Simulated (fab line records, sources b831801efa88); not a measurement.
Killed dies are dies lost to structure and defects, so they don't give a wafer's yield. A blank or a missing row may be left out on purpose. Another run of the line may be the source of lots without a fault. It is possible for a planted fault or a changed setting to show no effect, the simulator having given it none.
fab line records ; flow sky130 ; part 1 of 2: steps 1 to 23 of 31
record lots=5; wafers=15; lastDay=49
route steps=708 shown METAL5@667 PASSIVATION@681 PAD_OPEN@694
lots that met no fault: from a run of the same line without faults
startH: hours from the record's first day to the start of the lot's first wafer shown ; waitH: hours elapsed since this lot's preceding step ; " same as the row above ; L1.1+2: a row that stands for several wafers ; - no value, or no start given ; * or withheld: withheld ; < > ~ a bound
route shown NAME@n: NAME is a module with steps in the file, n the number in the route of the first one ; usual: mean and standard deviation over wafers with no fault ; same: alike in all rows ; chamber/n: place in a boat ; sites: the reading at each site ; _std_site: standard deviation across them ; _edge_site: outer sites' mean less inner sites' ; radiusMm: how far each site lies from the wafer's centre ; mask NAME#n: copy n ; behind: tool/chamber where the wafer was last shaped ; hold: the reason the lot was held/the length of the hold in hours/how it ended ; device: the n, p or np transistor that did not switch ; end of line: tests of these same wafers at the route's end ; a step with no rows: only its recipe ; killed: at the first sort, the dies lost to defects and structure; wafer yield is something else ; map: shows each die of a wafer: x if killed, . if not, _ if none is there
set.NAME: the setting as run; set.NAME@STEP: as run at that earlier step ; model.NAME: the simulator's own value behind a step, which no gauge read
lots at some steps of the route; a table a step, a row a wafer
services: when a tool's chamber went out of use (startH, in hours from the record's first day, below 0 if earlier), for how many hours, and the reason
## steps
# step SKY_METAL5_THK_MEAS_06
# recipe thkMeasGauge=xrf; reads=AlCu_of_METAL5_SPUTTER_02
# usual METAL5_ALCU_THK=1156/16
lot.wafer;tool;chamber;startH;waitH;METAL5_ALCU_THK[nm]
L077.1;filmMetro-04;-;1033.40;0.1;1166
L077.5;filmMetro-04;-;1033.40;0.1;1161
L077.6;filmMetro-04;-;1033.40;0.1;1150
L079.3;filmMetro-02;-;1040.82;0.1;1184
L079.5;filmMetro-02;-;1040.82;0.1;1187
L079.6;filmMetro-02;-;1040.82;0.1;1166
L087.2;filmMetro-01;-;1085.18;0.1;1161
L087.4;filmMetro-01;-;1085.18;0.1;1138
L087.5;filmMetro-01;-;1085.18;0.1;1159
L091.1;filmMetro-01;-;1123.80;0.1;1149
L091.2;filmMetro-01;-;1123.80;0.1;1140
L091.4;filmMetro-01;-;1123.80;0.1;1138
L093.2;filmMetro-02;-;1125.81;0.1;1202
L093.3;filmMetro-02;-;1125.81;0.1;1181
L093.6;filmMetro-02;-;1125.81;0.1;1176
# step SKY_METAL5_DEHYDRATE_07
# recipe tempC=200; timeS=60
# usual chillPlateTempC=23.01/0.11; exhaustPa=45.2/0.88
lot.wafer;tool;chamber;startH;waitH;chillPlateTempC;exhaustPa
L077.1;lithoTrack-02;0;1044.07;10.7;22.70;45.2
L077.5;lithoTrack-02;0;1044.07;10.7;22.92;45.2
L077.6;lithoTrack-02;0;1044.07;10.7;22.92;45.4
L079.3;lithoTrack-01;0;1050.91;10.1;22.91;45.0
L079.5;lithoTrack-01;0;1050.91;10.1;22.91;44.5
L079.6;lithoTrack-01;0;1050.91;10.1;22.80;46.4
L087.2;lithoTrack-01;0;1094.58;9.4;23.02;46.3
L087.4;lithoTrack-01;0;1094.58;9.4;22.91;45.4
L087.5;lithoTrack-01;0;1094.58;9.4;23.00;46.3
L091.1;lithoTrack-02;0;1133.77;10.0;23.14;45.2
L091.2;lithoTrack-02;0;1133.77;10.0;23.14;44.0
L091.4;lithoTrack-02;0;1133.77;10.0;22.93;44.7
L093.2;lithoTrack-01;0;1135.43;9.6;23.00;46.2
L093.3;lithoTrack-01;0;1135.43;9.6;23.00;45.6
L093.6;lithoTrack-01;0;1135.43;9.6;23.06;46.1
# step SKY_METAL5_HMDS_08
# recipe primeTimeS=60; primeTempC=120
# usual chillPlateTempC=22.99/0.095; exhaustPa=45.1/0.88
lot.wafer;tool;chamber;startH;waitH;chillPlateTempC;exhaustPa
L077.1;lithoTrack-02;0;1044.22;0.1;22.98;42.9
L077.5;lithoTrack-02;0;1044.22;0.1;22.91;42.8
L077.6;lithoTrack-02;0;1044.22;0.1;22.81;44.9
L079.3;lithoTrack-01;0;1051.06;0.1;22.94;45.6
L079.5;lithoTrack-01;0;1051.06;0.1;22.90;45.2
L079.6;lithoTrack-01;0;1051.06;0.1;22.93;43.9
L087.2;lithoTrack-01;0;1094.73;0.1;22.99;45.7
L087.4;lithoTrack-01;0;1094.73;0.1;22.94;46.3
L087.5;lithoTrack-01;0;1094.73;0.1;23.17;45.4
L091.1;lithoTrack-02;0;1133.92;0.1;22.83;45.5
L091.2;lithoTrack-02;0;1133.92;0.1;22.88;45.7
L091.4;lithoTrack-02;0;1133.92;0.1;22.91;44.3
L093.2;lithoTrack-01;0;1135.58;0.1;23.01;44.4
L093.3;lithoTrack-01;0;1135.58;0.1;23.14;45.4
L093.6;lithoTrack-01;0;1135.58;0.1;23.03;45.5
# step SKY_METAL5_COAT_09
# recipe resist=NOVOLAK; spinRpm=3000; resistThkNm=1800
# usual chillPlateTempC=23.02/0.11; dispensePressureKPa=45.1/0.94; exhaustPa=44.8/0.81
lot.wafer;tool;chamber;startH;waitH;chillPlateTempC;dispensePressureKPa;exhaustPa
L077.1;lithoTrack-02;0;1044.37;0.1;23.09;45.2;45.1
L077.5;lithoTrack-02;0;1044.37;0.1;23.13;45.3;44.2
L077.6;lithoTrack-02;0;1044.37;0.1;23.03;45.2;44.7
L079.3;lithoTrack-01;0;1051.21;0.1;23.02;46.1;43.7
L079.5;lithoTrack-01;0;1051.21;0.1;23.04;46.1;43.7
L079.6;lithoTrack-01;0;1051.21;0.1;23.30;46.1;44.4
L087.2;lithoTrack-01;0;1094.88;0.1;23.14;46.1;45.8
L087.4;lithoTrack-01;0;1094.88;0.1;23.10;46.2;45.5
L087.5;lithoTrack-01;0;1094.88;0.1;22.99;46.1;44.6
L091.1;lithoTrack-02;0;1134.07;0.1;23.13;45.2;44.3
L091.2;lithoTrack-02;0;1134.07;0.1;23.14;45.2;45.8
L091.4;lithoTrack-02;0;1134.07;0.1;23.08;45.3;44.8
L093.2;lithoTrack-01;0;1135.73;0.1;23.20;46.2;46.0
L093.3;lithoTrack-01;0;1135.73;0.1;23.21;46.1;45.0
L093.6;lithoTrack-01;0;1135.73;0.1;22.98;46.2;45.1
# step SKY_METAL5_SOFTBAKE_10
# recipe tempC=90; timeS=60; resist=NOVOLAK
# usual chillPlateTempC=23.02/0.098; exhaustPa=45.3/0.99
lot.wafer;tool;chamber;startH;waitH;chillPlateTempC;exhaustPa
L077.1;lithoTrack-02;0;1044.52;0.1;23.08;46.2
L077.5;lithoTrack-02;0;1044.52;0.1;23.02;44.6
L077.6;lithoTrack-02;0;1044.52;0.1;22.84;45.3
L079.3;lithoTrack-01;0;1051.36;0.1;23.18;46.5
L079.5;lithoTrack-01;0;1051.36;0.1;22.82;46.5
L079.6;lithoTrack-01;0;1051.36;0.1;23.09;46.0
L087.2;lithoTrack-01;0;1095.03;0.1;23.05;47.2
L087.4;lithoTrack-01;0;1095.03;0.1;22.95;47.4
L087.5;lithoTrack-01;0;1095.03;0.1;23.06;47.5
L091.1;lithoTrack-02;0;1134.22;0.1;23.09;46.7
L091.2;lithoTrack-02;0;1134.22;0.1;22.86;46.3
L091.4;lithoTrack-02;0;1134.22;0.1;22.83;45.6
L093.2;lithoTrack-01;0;1135.88;0.1;22.96;44.9
L093.3;lithoTrack-01;0;1135.88;0.1;22.96;46.6
L093.6;lithoTrack-01;0;1135.88;0.1;23.04;45.3
# step SKY_METAL5_EXPOSE_11
# recipe maskId=MM5; na=0.6; sourceShape=conventional; sigmaOuter=0.6; polarization=unpolarized; targetCdNm=1600; doseMj=190
# usual stageVelMmS=500.03/0.24
lot.wafer;tool;chamber;startH;waitH;mask;stageVelMmS
L077.1;ilineStepper-02;0;-;-;MM5#0;500.21
L077.5;ilineStepper-02;0;-;-;MM5#0;500.03
L077.6;ilineStepper-02;0;-;-;MM5#0;500.05
L079.3;ilineStepper-01;0;-;-;MM5#0;500.33
L079.5;ilineStepper-01;0;-;-;MM5#0;500.36
L079.6;ilineStepper-01;0;-;-;MM5#0;499.98
L087.2;ilineStepper-02;0;-;-;MM5#0;500.48
L087.4;ilineStepper-02;0;-;-;MM5#0;500.19
L087.5;ilineStepper-02;0;-;-;MM5#0;500.10
L091.1;ilineStepper-02;0;-;-;MM5#0;500.29
L091.2;ilineStepper-02;0;-;-;MM5#0;499.88
L091.4;ilineStepper-02;0;-;-;MM5#0;499.89
L093.2;ilineStepper-01;0;-;-;MM5#0;500.15
L093.3;ilineStepper-01;0;-;-;MM5#0;500.12
L093.6;ilineStepper-01;0;-;-;MM5#0;499.96
# step SKY_METAL5_PEB_12
# recipe tempC=withheld; timeS=*; resist=NOVOLAK
# usual chillPlateTempC=*; exhaustPa=45.1/0.91
lot.wafer;tool;chamber;startH;waitH;chillPlateTempC;exhaustPa
L077.1;lithoTrack-03;0;-;-;*;45.9
L077.5;lithoTrack-03;0;-;-;*;45.1
L077.6;lithoTrack-03;0;-;-;*;44.5
L079.3;lithoTrack-01;0;-;-;*;44.8
L079.5;lithoTrack-01;0;-;-;*;45.3
L079.6;lithoTrack-01;0;-;-;*;44.4
L087.2;lithoTrack-03;0;-;-;*;45.6
L087.4;lithoTrack-03;0;-;-;*;44.6
L087.5;lithoTrack-03;0;-;-;*;45.6
L091.1;lithoTrack-03;0;-;-;*;45.2
L091.2;lithoTrack-03;0;-;-;*;44.3
L091.4;lithoTrack-03;0;-;-;*;46.1
L093.2;lithoTrack-01;0;-;-;*;45.4
L093.3;lithoTrack-01;0;-;-;*;44.4
L093.6;lithoTrack-01;0;-;-;*;44.2
# step SKY_METAL5_DEVELOP_13
# recipe resist=NOVOLAK; developer=TMAH; developTimeS=60; devTempC=23
# usual chillPlateTempC=23.01/0.11; exhaustPa=45.2/0.76
lot.wafer;tool;chamber;startH;waitH;chillPlateTempC;exhaustPa
L077.1;lithoTrack-03;0;1055.28;0.1;23.09;45.9
L077.5;lithoTrack-03;0;1055.28;0.1;22.93;44.6
L077.6;lithoTrack-03;0;1055.28;0.1;22.93;45.3
L079.3;lithoTrack-01;0;1062.36;0.1;23.03;46.7
L079.5;lithoTrack-01;0;1062.36;0.1;23.10;46.4
L079.6;lithoTrack-01;0;1062.36;0.1;22.98;45.2
L087.2;lithoTrack-03;0;1104.96;0.1;23.01;45.9
L087.4;lithoTrack-03;0;1104.96;0.1;23.13;46.9
L087.5;lithoTrack-03;0;1104.96;0.1;22.99;44.6
L091.1;lithoTrack-03;0;1142.98;0.1;23.09;44.6
L091.2;lithoTrack-03;0;1142.98;0.1;23.09;45.1
L091.4;lithoTrack-03;0;1142.98;0.1;23.09;46.6
L093.2;lithoTrack-01;0;1145.18;0.1;23.07;43.9
L093.3;lithoTrack-01;0;1145.18;0.1;23.03;43.8
L093.6;lithoTrack-01;0;1145.18;0.1;23.08;44.8
# step SKY_METAL5_DESCUM_14
# recipe chemistry=O2; sourcePowerW=150; biasPowerW=0; pressureMtorr=10; tempC=40; timeS=11
# usual drypumpMotorCurrentA=5.6/0.49; oesProductAu=1.006/0.012
lot.wafer;tool;chamber;startH;waitH;drypumpMotorCurrentA;oesProductAu;rfHoursCounterH
L077.1;rieMetal-04;1;1055.43;0.1;6.3;1.003;11
L077.5;rieMetal-04;0;1055.43;0.1;5.2;1.010;-
L077.6;rieMetal-04;1;1055.43;0.1;6.3;0.991;-
L079.3;rieMetal-02;0;1062.47;0.1;5.2;0.998;-
L079.5;rieMetal-02;0;1062.47;0.1;5.2;0.991;-
L079.6;rieMetal-02;1;1062.47;0.1;4.8;1.006;-
L087.2;rieMetal-04;0;1105.08;0.1;5.2;1.023;26
L087.4;rieMetal-04;0;1105.08;0.1;5.2;1.019;-
L087.5;rieMetal-04;0;1105.08;0.1;5.2;1.021;-
L091.1;rieMetal-04;1;1143.13;0.1;6.4;1.004;19
L091.2;rieMetal-04;1;1143.13;0.1;6.4;1.000;-
L091.4;rieMetal-04;1;1143.13;0.1;6.4;1.011;-
L093.2;rieMetal-01;1;1145.31;0.1;5.6;1.011;23
L093.3;rieMetal-01;0;1145.31;0.1;5.4;0.999;-
L093.6;rieMetal-01;0;1145.31;0.1;5.4;1.001;-
# step SKY_METAL5_METAL_ETCH_15
# recipe targetDepthA=12600; stopOn=SiO2; overEtchFrac=0.2; timeS=252; chemistry=Cl2/BCl3; resistSidewallDeg=86; pressureMtorr=10; icpW=900; biasW=48.5; Cl2_flow_sccm=60; bcl3FlowSccm=30
# usual drypumpMotorCurrentA=5.6/0.5; oesProductAu=0.894/0.0051; throttleValvePct=22.264/0.0091
lot.wafer;tool;chamber;startH;waitH;drypumpMotorCurrentA;oesProductAu;rfHoursCounterH;throttleValvePct
L077.1;rieMetal-04;1;1055.46;0.0;6.3;0.890;11;22.273
L077.5;rieMetal-04;0;1055.46;0.0;5.3;0.901;-;22.265
L077.6;rieMetal-04;1;1055.46;0.0;6.3;0.888;-;22.271
L079.3;rieMetal-02;0;1062.57;0.1;5.2;0.901;-;22.265
L079.5;rieMetal-02;0;1062.57;0.1;5.2;0.895;-;22.262
L079.6;rieMetal-02;1;1062.57;0.1;4.8;0.903;-;22.255
L087.2;rieMetal-04;0;1105.12;0.0;5.2;0.893;26;22.264
L087.4;rieMetal-04;0;1105.12;0.0;5.2;0.892;-;22.262
L087.5;rieMetal-04;0;1105.12;0.0;5.3;0.893;-;22.265
L091.1;rieMetal-04;1;1143.20;0.1;6.3;0.902;19;22.267
L091.2;rieMetal-04;1;1143.20;0.1;6.3;0.896;-;22.257
L091.4;rieMetal-04;1;1143.20;0.1;6.3;0.896;-;22.259
L093.2;rieMetal-01;1;1145.34;0.0;5.6;0.893;23;22.245
L093.3;rieMetal-01;0;1145.34;0.0;5.4;0.888;-;22.262
L093.6;rieMetal-01;0;1145.34;0.0;5.4;0.901;-;22.277
# step SKY_METAL5_STRIP_16
# recipe chemistry=O2/N2; powerW=1400; pressureMtorr=1500; platenTempC=withheld; o2FlowSccm=3000; n2FlowSccm=300; overashFraction=0.5
# usual drypumpMotorCurrentA=6.1/0.44; oesProductAu=0.710/0.0045; stripTimeToEndpointS=13.01/0.15
lot.wafer;tool;chamber;startH;waitH;drypumpMotorCurrentA;oesProductAu;rfHoursCounterH;stripTimeToEndpointS
L077.1;plasmaAsher-01;1;1055.70;0.2;5.3;0.713;32;12.99
L077.5;plasmaAsher-01;1;1055.70;0.2;5.3;0.713;-;12.78
L077.6;plasmaAsher-01;0;1055.70;0.2;6.3;0.711;-;13.00
L079.3;plasmaAsher-03;1;1062.76;0.1;6.2;0.707;-;13.24
L079.5;plasmaAsher-03;0;1062.76;0.1;6.0;0.708;-;13.23
L079.6;plasmaAsher-03;1;1062.76;0.1;6.2;0.709;-;13.18
L087.2;plasmaAsher-03;1;1105.35;0.2;6.2;0.707;98;12.79
L087.4;plasmaAsher-03;0;1105.35;0.2;6.1;0.713;-;12.82
L087.5;plasmaAsher-03;0;1105.35;0.2;6.1;0.712;-;12.84
L091.1;plasmaAsher-04;0;1143.67;0.4;6.4;0.709;70;13.06
L091.2;plasmaAsher-04;1;1143.67;0.4;6.6;0.713;70;13.15
L091.4;plasmaAsher-04;1;1143.67;0.4;6.6;0.718;-;13.11
L093.2;plasmaAsher-01;1;1145.58;0.2;5.4;0.709;38;13.00
L093.3;plasmaAsher-01;1;1145.58;0.2;5.4;0.704;-;13.15
L093.6;plasmaAsher-01;1;1145.58;0.2;5.4;0.708;-;12.99
# step SKY_METAL5_STRIP_17
# recipe chemistry=postEtchResidueRemover; timeS=1200; tempC=72.5
lot.wafer;tool;chamber;startH;waitH
L077.1+5+6;wetBench-04;3;1055.80;0.1
L079.3+5+6;wetBench-03;3;1062.83;0.0
L087.2+4+5;wetBench-03;3;1105.45;0.1
L091.1+2+4;wetBench-01;3;1143.77;0.1
L093.2+3+6;wetBench-03;3;1145.68;0.1
# step SKY_METAL5_CLEAN_18
# recipe chemistry=IPA; timeS=180; tempC=25
lot.wafer;tool;chamber;startH;waitH
L077.1+5+6;wetBench-01;1;1056.14;0.0
L079.3+5+6;wetBench-04;1;1063.17;0.0
L087.2+4+5;wetBench-01;0;1105.82;0.0
L091.1+2+4;wetBench-03;0;1144.14;0.0
L093.2+3+6;wetBench-04;0;1146.02;0.0
# step SKY_METAL5_CLEAN_19
# recipe chemistry=O3/DIW; dry=n2Spin
lot.wafer;tool;chamber;startH;waitH
L077.1+5+6;wetBench-04;1;1056.21;0.0
L079.3+5+6;wetBench-03;3;1063.23;0.0
L087.2+4+5;wetBench-03;3;1105.88;0.0
L091.1+2+4;wetBench-04;2;1144.20;0.0
L093.2+3+6;wetBench-03;2;1146.08;0.0
# step SKY_PASSIVATION_CVD_00
# recipe material=SiO2; targetThkNm=90; tempC=400; timeS=withheld; rfW=600
# usual heaterPowerW=649/79
lot.wafer;tool;chamber;startH;waitH;heaterPowerW
L077.1;pecvd-04;0;1056.30;0.0;720
L077.5;pecvd-04;1;1056.30;0.0;708
L077.6;pecvd-04;2;1056.30;0.0;526
L079.3;pecvd-02;2;1063.32;0.0;565
L079.5;pecvd-02;0;1063.32;0.0;614
L079.6;pecvd-02;2;1063.32;0.0;588
L087.2;pecvd-02;0;1105.98;0.0;639
L087.4;pecvd-02;0;1105.98;0.0;638
L087.5;pecvd-02;1;1105.98;0.0;745
L091.1;pecvd-04;2;1144.29;0.0;538
L091.2;pecvd-04;1;1144.29;0.0;738
L091.4;pecvd-04;2;1144.29;0.0;554
L093.2;pecvd-04;2;1146.17;0.0;538
L093.3;pecvd-04;0;1146.17;0.0;663
L093.6;pecvd-04;0;1146.17;0.0;669
# step SKY_PASSIVATION_THK_MEAS_01
# recipe reads=SiO2_of_PASSIVATION_CVD_00
# usual PASSIVATION_CVD_00_THK=90.3/1.2
lot.wafer;tool;chamber;startH;waitH;PASSIVATION_CVD_00_THK[nm]
L077.1;filmMetro-03;-;1056.32;-;89.1
L077.5;filmMetro-03;-;1056.32;-;90.0
L077.6;filmMetro-03;-;1056.32;-;91.4
L079.3;filmMetro-02;-;1063.36;-;88.1
L079.5;filmMetro-02;-;1063.36;-;92.8
L079.6;filmMetro-02;-;1063.36;-;90.8
L087.2;filmMetro-02;-;1106.01;-;89.6
L087.4;filmMetro-02;-;1106.01;-;90.6
L087.5;filmMetro-02;-;1106.01;-;90.8
L091.1;filmMetro-02;-;1144.31;-;89.2
L091.2;filmMetro-02;-;1144.31;-;89.8
L091.4;filmMetro-02;-;1144.31;-;90.9
L093.2;filmMetro-02;-;1146.20;-;90.6
L093.3;filmMetro-02;-;1146.20;-;89.3
L093.6;filmMetro-02;-;1146.20;-;91.2
# step SKY_PASSIVATION_CVD_02
# recipe material=Si3N4; targetThkNm=540; tempC=400; timeS=withheld; rfW=450
# usual heaterPowerW=700/100
lot.wafer;tool;chamber;startH;waitH;heaterPowerW
L077.1;pecvd-03;0;1056.38;0.1;694
L077.5;pecvd-03;0;1056.38;0.1;564
L077.6;pecvd-03;2;1056.38;0.1;796
L079.3;pecvd-04;1;1063.51;0.1;757
L079.5;pecvd-04;2;1063.51;0.1;604
L079.6;pecvd-04;1;1063.51;0.1;811
L087.2;pecvd-03;1;1106.06;0.0;709
L087.4;pecvd-03;2;1106.06;0.0;711
L087.5;pecvd-03;0;1106.06;0.0;660
L091.1;pecvd-03;0;1144.37;0.1;634
L091.2;pecvd-03;1;1144.37;0.1;637
L091.4;pecvd-03;0;1144.37;0.1;641
L093.2;pecvd-03;0;1146.25;0.0;644
L093.3;pecvd-03;1;1146.25;0.0;625
L093.6;pecvd-03;1;1146.25;0.0;660
# step SKY_PASSIVATION_THK_MEAS_03
# recipe reads=Si3N4_of_PASSIVATION_CVD_02
# usual PASSIVATION_CVD_02_THK=541/6.8
lot.wafer;tool;chamber;startH;waitH;PASSIVATION_CVD_02_THK[nm]
L077.1;filmMetro-02;-;1056.60;-;538
L077.5;filmMetro-02;-;1056.60;-;546
L077.6;filmMetro-02;-;1056.60;-;543
L079.3;filmMetro-02;-;1063.76;-;546
L079.5;filmMetro-02;-;1063.76;-;549
L079.6;filmMetro-02;-;1063.76;-;547
L087.2;filmMetro-03;-;1106.30;-;535
L087.4;filmMetro-03;-;1106.30;-;537
L087.5;filmMetro-03;-;1106.30;-;536
L091.1;filmMetro-01;-;1144.60;-;532
L091.2;filmMetro-01;-;1144.60;-;539
L091.4;filmMetro-01;-;1144.60;-;548
L093.2;filmMetro-01;-;1146.48;-;542
L093.3;filmMetro-01;-;1146.48;-;539
L093.6;filmMetro-01;-;1146.48;-;541
# step SKY_PASSIVATION_DEHYDRATE_04
# recipe tempC=200; timeS=60
# usual chillPlateTempC=23.04/0.11; exhaustPa=45.0/0.79
lot.wafer;tool;chamber;startH;waitH;chillPlateTempC;exhaustPa
L077.1;lithoTrack-04;0;1067.07;10.5;22.84;45.3
L077.5;lithoTrack-04;0;1067.07;10.5;22.85;44.3
L077.6;lithoTrack-04;0;1067.07;10.5;22.91;45.4
L079.3;lithoTrack-03;0;1073.38;9.6;22.93;43.5
L079.5;lithoTrack-03;0;1073.38;9.6;22.83;44.3
L079.6;lithoTrack-03;0;1073.38;9.6;22.86;43.4
L087.2;lithoTrack-03;0;1116.01;9.7;23.18;44.8
L087.4;lithoTrack-03;0;1116.01;9.7;23.14;45.4
L087.5;lithoTrack-03;0;1116.01;9.7;23.19;44.7
L091.1;lithoTrack-03;0;1153.33;8.7;23.06;44.5
L091.2;lithoTrack-03;0;1153.33;8.7;22.95;44.1
L091.4;lithoTrack-03;0;1153.33;8.7;22.99;44.7
L093.2;lithoTrack-03;0;1155.11;8.6;23.17;45.1
L093.3;lithoTrack-03;0;1155.11;8.6;23.04;44.0
L093.6;lithoTrack-03;0;1155.11;8.6;22.99;45.6
# step SKY_PASSIVATION_HMDS_05
# recipe primeTimeS=60; primeTempC=120
# usual chillPlateTempC=23.03/0.1; exhaustPa=45.0/1
lot.wafer;tool;chamber;startH;waitH;chillPlateTempC;exhaustPa
L077.1;lithoTrack-04;0;1067.22;0.1;22.99;44.5
L077.5;lithoTrack-04;0;1067.22;0.1;22.96;44.6
L077.6;lithoTrack-04;0;1067.22;0.1;23.04;44.3
L079.3;lithoTrack-03;0;1073.53;0.1;23.01;45.0
L079.5;lithoTrack-03;0;1073.53;0.1;23.05;45.1
L079.6;lithoTrack-03;0;1073.53;0.1;22.87;46.2
L087.2;lithoTrack-03;0;1116.16;0.1;22.97;45.4
L087.4;lithoTrack-03;0;1116.16;0.1;22.91;46.0
L087.5;lithoTrack-03;0;1116.16;0.1;23.04;44.6
L091.1;lithoTrack-03;0;1153.48;0.1;23.14;42.1
L091.2;lithoTrack-03;0;1153.48;0.1;23.24;43.9
L091.4;lithoTrack-03;0;1153.48;0.1;22.88;43.0
L093.2;lithoTrack-03;0;1155.26;0.1;23.09;43.9
L093.3;lithoTrack-03;0;1155.26;0.1;23.09;45.2
L093.6;lithoTrack-03;0;1155.26;0.1;22.89;43.0
# step SKY_PASSIVATION_COAT_06
# recipe spinRpm=2000; resistThkNm=3000
# usual chillPlateTempC=22.97/0.098; dispensePressureKPa=45.1/1.9; exhaustPa=45.1/0.78
lot.wafer;tool;chamber;startH;waitH;chillPlateTempC;dispensePressureKPa;exhaustPa
L077.1;lithoTrack-04;0;1067.37;0.1;22.98;49.1;45.0
L077.5;lithoTrack-04;0;1067.37;0.1;22.86;49.1;45.2
L077.6;lithoTrack-04;0;1067.37;0.1;22.83;49.1;44.9
L079.3;lithoTrack-03;0;1073.68;0.1;22.87;43.8;43.4
L079.5;lithoTrack-03;0;1073.68;0.1;22.89;43.7;43.5
L079.6;lithoTrack-03;0;1073.68;0.1;23.06;43.8;45.0
L087.2;lithoTrack-03;0;1116.31;0.1;23.04;43.7;44.4
L087.4;lithoTrack-03;0;1116.31;0.1;23.02;43.7;45.6
L087.5;lithoTrack-03;0;1116.31;0.1;23.10;43.8;44.6
L091.1;lithoTrack-03;0;1153.63;0.1;22.93;43.7;46.0
L091.2;lithoTrack-03;0;1153.63;0.1;22.83;43.7;45.0
L091.4;lithoTrack-03;0;1153.63;0.1;23.00;43.7;46.0
L093.2;lithoTrack-03;0;1155.41;0.1;22.83;43.7;44.4
L093.3;lithoTrack-03;0;1155.41;0.1;23.02;43.7;44.4
L093.6;lithoTrack-03;0;1155.41;0.1;23.02;43.7;45.3
# step SKY_PASSIVATION_SOFTBAKE_07
# recipe tempC=110; timeS=withheld
# usual chillPlateTempC=23.02/0.12; exhaustPa=45.0/0.96
lot.wafer;tool;chamber;startH;waitH;chillPlateTempC;exhaustPa
L077.1;lithoTrack-04;0;1067.52;0.1;22.98;45.7
L077.5;lithoTrack-04;0;1067.52;0.1;23.10;46.0
L077.6;lithoTrack-04;0;1067.52;0.1;23.24;46.9
L079.3;lithoTrack-03;0;1073.85;0.1;23.12;45.7
L079.5;lithoTrack-03;0;1073.85;0.1;23.15;45.0
L079.6;lithoTrack-03;0;1073.85;0.1;23.06;45.0
L087.2;lithoTrack-03;0;1116.46;0.1;23.02;45.0
L087.4;lithoTrack-03;0;1116.46;0.1;22.98;46.0
L087.5;lithoTrack-03;0;1116.46;0.1;23.22;45.5
L091.1;lithoTrack-03;0;1153.78;0.1;23.16;44.8
L091.2;lithoTrack-03;0;1153.78;0.1;23.23;44.1
L091.4;lithoTrack-03;0;1153.78;0.1;23.03;44.0
L093.2;lithoTrack-03;0;1155.56;0.1;22.85;45.2
L093.3;lithoTrack-03;0;1155.56;0.1;22.96;46.7
L093.6;lithoTrack-03;0;1155.56;0.1;22.98;45.7
# step SKY_PASSIVATION_EXPOSE_08
# recipe maskId=NSM; targetCdNm=3000; na=0.57; doseMj=260
# usual stageVelMmS=500.04/0.26
lot.wafer;tool;chamber;startH;waitH;mask;stageVelMmS
L077.1;ilineStepper-01;0;-;-;NSM#0;500.17
L077.5;ilineStepper-01;0;-;-;NSM#0;500.13
L077.6;ilineStepper-01;0;-;-;NSM#0;500.20
L079.3;ilineStepper-02;0;-;-;NSM#0;499.63
L079.5;ilineStepper-02;0;-;-;NSM#0;500.09
L079.6;ilineStepper-02;0;-;-;NSM#0;499.96
L087.2;ilineStepper-01;0;-;-;NSM#0;500.38
L087.4;ilineStepper-01;0;-;-;NSM#0;500.35
L087.5;ilineStepper-01;0;-;-;NSM#0;500.75
L091.1;ilineStepper-01;0;-;-;NSM#0;499.78
L091.2;ilineStepper-01;0;-;-;NSM#0;499.94
L091.4;ilineStepper-01;0;-;-;NSM#0;499.49
L093.2;ilineStepper-01;0;-;-;NSM#0;500.31
L093.3;ilineStepper-01;0;-;-;NSM#0;499.71
L093.6;ilineStepper-01;0;-;-;NSM#0;500.10
